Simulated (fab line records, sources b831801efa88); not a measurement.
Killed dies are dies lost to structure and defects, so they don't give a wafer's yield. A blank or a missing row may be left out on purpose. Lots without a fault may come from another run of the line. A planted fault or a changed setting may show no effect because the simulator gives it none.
Which tool did it? | flow gf180mcu | 6 lots, 18 wafers sampled, at 2 steps of a route of 602

WHAT THE GAUGES READ, wafer by wafer
GF_HV_LDD_CD_MEAS_31: target cd 400 nm.
lot  | measured     | on        | cd_nm (nm)
L863 | day 12 22:14 | cd_sem-01 | 406.3 405.2 404.8
L866 | day 13 15:07 | cd_sem-02 | 400.7 402.7 404.5
L868 | day 14 07:11 | cd_sem-02 | 404.9 404.0 403.9
L874 | day 15 18:31 | cd_sem-01 | 403.3 403.7 404.9
L878 | day 17 01:31 | cd_sem-02 | 402.3 400.7 402.1
L884 | day 18 18:20 | cd_sem-01 | 404.8 402.4 404.4

WHICH TOOL RAN EACH LOT (tool, then ch and the chambers of the sampled wafers, then the start)
lot  | GF_HV_LDD_EXPOSE_28
L863 | iline_stepper-02 ch 0, day 12 12:54
L866 | iline_stepper-02 ch 0, day 13 05:41
L868 | iline_stepper-02 ch 0, day 13 21:14
L874 | iline_stepper-02 ch 0, day 15 08:35
L878 | iline_stepper-02 ch 0, day 16 14:21
L884 | iline_stepper-01 ch 0, day 18 06:36
- GF_HV_LDD_EXPOSE_28: exposes mask Nplus HV AREA, target cd 400 nm.

THE ANSWER, worked out from the rows above alone
Rule: what is usual is taken from the lots themselves. Put in order of their means at a reading, lots are off if they are a third of the lots or fewer, leave a main group of 4 or more, and stand apart from it by a gap of 3 or more times the standard deviation of the main group's means; of several such gaps the widest counts. A main group whose means are all the same, to the digits that the tables above print for the reading, isn't used. A lot without any number at a reading at which 4 lots or more have one is off too. The other lots that the step has rows for count as sound.
No lot is off at any reading shown: from this, nothing can be told.

WHAT THE SIMULATOR HAD PUT IN
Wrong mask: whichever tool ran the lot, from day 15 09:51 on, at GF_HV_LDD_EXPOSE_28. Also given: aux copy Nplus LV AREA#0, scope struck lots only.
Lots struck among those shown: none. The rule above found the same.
